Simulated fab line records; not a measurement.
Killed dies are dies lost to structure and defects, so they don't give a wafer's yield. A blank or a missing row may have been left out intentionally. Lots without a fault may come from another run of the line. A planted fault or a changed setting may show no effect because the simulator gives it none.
Which tool did it? + flow sky130 + 7 lots with 21 wafers sampled at 2 steps, on a route of 708 steps

WHAT EACH GAUGE READ, for each wafer
SKY_LI_CONTACT_OVL_MEAS_13.
| lot  | measured     | on         | LI_CONTACT_OVL (nm) |
|------|--------------|------------|---------------------|
| L945 | day 29 18:51 | overlay-02 | 0 3 -5              |
| L947 | day 30 05:28 | overlay-02 | -1 7 7              |
| L949 | day 31 05:40 | overlay-02 | 5 -5 8              |
| L957 | day 33 18:23 | overlay-01 | 5 9 4               |
| L959 | day 34 19:23 | overlay-01 | 0 3 4               |
| L963 | day 36 03:14 | overlay-01 | 7 -2 4              |
| L966 | day 37 02:38 | overlay-01 | -7 -4 -5            |

TOOL THAT RAN EACH LOT (tool first, then ch and the chambers of the sampled wafers, then the start)
| lot  | SKY_VT_ADJUST_PCH_DEVELOP_06      |
|------|-----------------------------------|
| L945 | litho_track-01 ch 0, day 10 19:00 |
| L947 | litho_track-04 ch 0, day 11 06:00 |
| L949 | litho_track-01 ch 0, day 12 00:00 |
| L957 | litho_track-01, day 14 15:00      |
| L959 | litho_track-04 ch 0, day 14 23:00 |
| L963 | litho_track-01 ch 0, day 17 04:00 |
| L966 | litho_track-03 ch 0, day 17 18:00 |
- SKY_VT_ADJUST_PCH_DEVELOP_06: develop time 60 s.

THE ANSWER, worked out from the rows above alone
Rule: usual is defined by the lots themselves. Put in order of their means at a reading, lots are off if they are a third of the lots or fewer, leave a main group of 4 or more, and stand apart from it by a gap of 3 or more times the standard deviation of the main group's means; of several such gaps the widest counts. The tables above print the reading to a certain number of digits; a main group whose means all agree to those digits is not used. Also off: a lot with no number at a reading for which 4 or more lots have one. The other lots that the step has rows for count as sound.
None of the lots is off at any reading shown; this tells nothing.

WHAT THE SIMULATOR HAD INSERTED
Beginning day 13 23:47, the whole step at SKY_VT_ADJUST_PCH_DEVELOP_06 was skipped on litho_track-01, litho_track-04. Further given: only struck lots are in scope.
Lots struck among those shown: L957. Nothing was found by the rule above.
